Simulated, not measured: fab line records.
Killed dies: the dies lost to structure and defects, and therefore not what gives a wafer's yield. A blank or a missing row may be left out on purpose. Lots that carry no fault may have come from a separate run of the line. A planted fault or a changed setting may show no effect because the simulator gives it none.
Which tool is to blame?    flow sky130    72 wafers from 24 lots sampled at 4 of the route's 708 steps

== WHAT EACH GAUGE READ, for each wafer ==
SKY_METAL2_THK_MEAS_06: measures by xrf. Usual: METAL2_ALCU_THK typically reads 250 nm, with standard deviation 3.1.
lot   measured      on             METAL2_ALCU_THK (nm)  flag
L074  day 33 20:37  film-metro-03  243 247 248           
L076  day 34 18:08  film-metro-04  249 251 250           
L075  day 34 21:53  film-metro-01  251 251 253           
L077  day 35 00:56  film-metro-04  247 251 249           
L078  day 35 02:31  film-metro-01  248 248 249           
L079  day 35 17:01  film-metro-04  250 251 248           
L080  day 36 04:49  film-metro-03  246 250 248           
L081  day 36 10:57  film-metro-03  250 249 249           
L082  day 36 16:47  film-metro-01  253 253 255           
L083  day 37 05:17  film-metro-04  257 254 251           
L084  day 37 12:05  film-metro-03  249 245 246           
L085  day 37 23:11  film-metro-04  252 249 253           
L086  day 38 07:29  film-metro-04  250 243 249           
L087  day 38 07:49  film-metro-01  249 249 248           
L088  day 38 16:25  film-metro-01  252 246 245           
L089  day 38 19:25  film-metro-01  253 252 251           
L090  day 39 05:40  film-metro-04  250 250 250           
L092  day 39 13:13  film-metro-01  249 247 248           
L091  day 39 18:13  film-metro-03  244 246 252           
L093  day 40 08:16  film-metro-01  252 249 249           
L095  day 40 10:58  film-metro-01  248 252 253           
L094  day 40 19:07  film-metro-04  256 256 256           
L096  day 41 00:58  film-metro-04  244 250 246           
L097  day 41 04:49  film-metro-01  252 246 251           

SKY_VIA2_RS_MEAS_22: the measuring method here is four-point-probe. Usual: VIA2_W_RS typically reads 0.270 ohm/sq, with standard deviation 0.0043.
lot   measured      on             VIA2_W_RS (ohm/sq)  flag
L074  day 36 02:23  film-metro-02  0.279 0.278 0.274   
L076  day 36 23:41  film-metro-03  0.270 0.270 0.267   
L075  day 37 05:38  film-metro-03  0.267 0.266 0.270   
L077  day 37 09:16  film-metro-02  0.267 0.265 0.275   
L078  day 37 09:53  film-metro-04  0.269 0.274 0.272   
L079  day 37 23:31  film-metro-02  0.264 0.262 0.266   
L080  day 38 11:14  film-metro-03  0.264 0.274 0.265   
L081  day 38 17:05  film-metro-04  0.263 0.262 0.271   
L082  day 38 22:52  film-metro-02  0.263 0.266 0.272   
L083  day 39 10:35  film-metro-04  0.274 0.264 0.266   
L084  day 39 17:12  film-metro-03  0.278 0.278 0.269   
L085  day 40 03:33  film-metro-04  0.264 0.272 0.266   
L086  day 40 12:00  film-metro-04  0.263 0.273 0.266   
L087  day 40 12:20  film-metro-02  0.272 0.267 0.272   
L088  day 40 20:08  film-metro-02  0.274 0.276 0.274   
L089  day 40 23:24  film-metro-04  0.268 0.268 0.265   
L090  day 41 09:23  film-metro-03  0.273 0.272 0.274   
L092  day 41 16:53  film-metro-04  0.275 0.274 0.273   
L091  day 41 21:20  film-metro-03  0.274 0.276 0.274   
L093  day 42 10:44  film-metro-03  0.272 0.274 0.271   
L095  day 42 12:54  film-metro-04  0.271 0.270 0.271   
L094  day 42 20:46  film-metro-02  0.263 0.266 0.262   
L096  day 43 03:28  film-metro-04  0.273 0.277 0.276   
L097  day 43 05:47  film-metro-04  0.278 0.271 0.278   

== WHICH TOOL RAN EACH LOT (tool, then ch and the chambers of the sampled wafers, then the start) ==
lot   SKY_CONTACT_SPUTTER_23        SKY_VIA1_CVD_21
L074  pvd-sputter-03, day 31 10:37  cvd-w-02 ch 0,1, day 33 19:46
L076  pvd-sputter-04, day 32 09:37  cvd-w-01 ch 0,1, day 34 17:18
L075  pvd-sputter-02, day 32 12:34  cvd-w-01 ch 0,1, day 34 21:03
L077  pvd-sputter-04, day 32 16:11  cvd-w-02 ch 0,1, day 35 00:05
L078  pvd-sputter-04, day 32 17:47  cvd-w-01 ch 0,1, day 35 01:41
L079  pvd-sputter-04, day 33 08:44  cvd-w-01 ch 0,1, day 35 16:11
L080  pvd-sputter-03, day 33 19:37  cvd-w-02 ch 0,1, day 36 03:58
L081  pvd-sputter-03, day 34 02:21  cvd-w-02 ch 0,1, day 36 10:06
L082  pvd-sputter-04, day 34 07:41  cvd-w-01 ch 0,1, day 36 15:56
L083  pvd-sputter-03, day 34 20:34  cvd-w-01 ch 1, day 37 04:26
L084  pvd-sputter-03, day 35 02:01  cvd-w-01 ch 0,1, day 37 11:16
L085  pvd-sputter-04, day 35 15:10  cvd-w-02 ch 0,1, day 37 22:21
L086  pvd-sputter-03, day 35 23:25  cvd-w-01 ch 0,1, day 38 06:39
L087  pvd-sputter-02, day 36 00:41  cvd-w-02 ch 0,1, day 38 06:58
L088  pvd-sputter-02, day 36 09:08  cvd-w-02 ch 1, day 38 15:35
L089  pvd-sputter-02, day 36 11:32  cvd-w-01 ch 0,1, day 38 18:35
L090  pvd-sputter-04, day 36 21:46  cvd-w-01 ch 0, day 39 04:34
L092  pvd-sputter-03, day 37 06:44  cvd-w-02 ch 0,1, day 39 12:23
L091  pvd-sputter-03, day 37 11:58  cvd-w-02 ch 0,1, day 39 17:22
L093  pvd-sputter-04, day 38 03:07  cvd-w-01 ch 1, day 40 07:26
L095  pvd-sputter-03, day 38 04:08  cvd-w-02 ch 0,1, day 40 10:07
L094  pvd-sputter-03, day 38 13:49  cvd-w-02 ch 1, day 40 18:16
L096  pvd-sputter-03, day 38 19:36  cvd-w-02 ch 0,1, day 41 00:07
L097  pvd-sputter-02, day 38 23:37  cvd-w-02 ch 0,1, day 41 03:59
- SKY_CONTACT_SPUTTER_23: material TiN, target thk 20 nm, time 80 s.
- SKY_VIA1_CVD_21: deposits W, target thk 270 nm, time 80.902 s.

== AS READ BY THE TOOLS THEMSELVES (means over the sampled wafers that have a number; for cases with no such wafer, the mark the record gives instead) ==
SKY_CONTACT_SPUTTER_23. Usual: throttle-valve-pct at 30.2 %, with a standard deviation of 0.75.
lot   tool            throttle-valve-pct (%)  flag
L074  pvd-sputter-03  29.5                    
L076  pvd-sputter-04  29.8                    
L075  pvd-sputter-02  31.3                    
L077  pvd-sputter-04  30.1                    
L078  pvd-sputter-04  30.1                    
L079  pvd-sputter-04  30.4                    
L080  pvd-sputter-03  29.6                    
L081  pvd-sputter-03  29.6                    
L082  pvd-sputter-04  30.6                    
L083  pvd-sputter-03  30.0                    
L084  pvd-sputter-03  30.1                    
L085  pvd-sputter-04  30.5                    
L086  pvd-sputter-03  29.5                    
L087  pvd-sputter-02  30.8                    
L088  pvd-sputter-02  30.0                    
L089  pvd-sputter-02  31.3                    
L090  pvd-sputter-04  29.6                    
L092  pvd-sputter-03  30.0                    
L091  pvd-sputter-03  29.5                    
L093  pvd-sputter-04  30.0                    
L095  pvd-sputter-03  30.2                    
L094  pvd-sputter-03  30.0                    
L096  pvd-sputter-03  29.7                    
L097  pvd-sputter-02  31.2                    

SKY_VIA1_CVD_21. Usual: heater-power-w at 842 W, with a standard deviation of 76.
lot   tool      heater-power-w (W)  flag
L074  cvd-w-02  830                 
L076  cvd-w-01  880                 
L075  cvd-w-01  890                 
L077  cvd-w-02  880                 
L078  cvd-w-01  875                 
L079  cvd-w-01  847                 
L080  cvd-w-02  828                 
L081  cvd-w-02  845                 
L082  cvd-w-01  882                 
L083  cvd-w-01  894                 
L084  cvd-w-01  852                 
L085  cvd-w-02  882                 
L086  cvd-w-01  850                 
L087  cvd-w-02  888                 
L088  cvd-w-02  933                 
L089  cvd-w-01  886                 
L090  cvd-w-01  833                 
L092  cvd-w-02  793                 
L091  cvd-w-02  799                 
L093  cvd-w-01  905                 
L095  cvd-w-02  798                 
L094  cvd-w-02  854                 
L096  cvd-w-02  802                 
L097  cvd-w-02  809                 

== THE ANSWER, worked out from the rows above alone ==
Rule: a lot is off if the mean of its wafers that have a number lies more than 3 standard deviations from the usual mean. Also off: a lot with no number at a reading for which 4 or more lots have one. Any other lot the step has rows for is counted as sound. The gauges are gone through in route order, then the tools' own readings, and for those a lot's mean is taken as printed above. At the first step where some lot is off, the reading lying furthest off is the one used; lots without a number count as furthest.
No lot is off at any reading shown: from this, nothing can be told.

== WHAT THE SIMULATOR PUT IN ==
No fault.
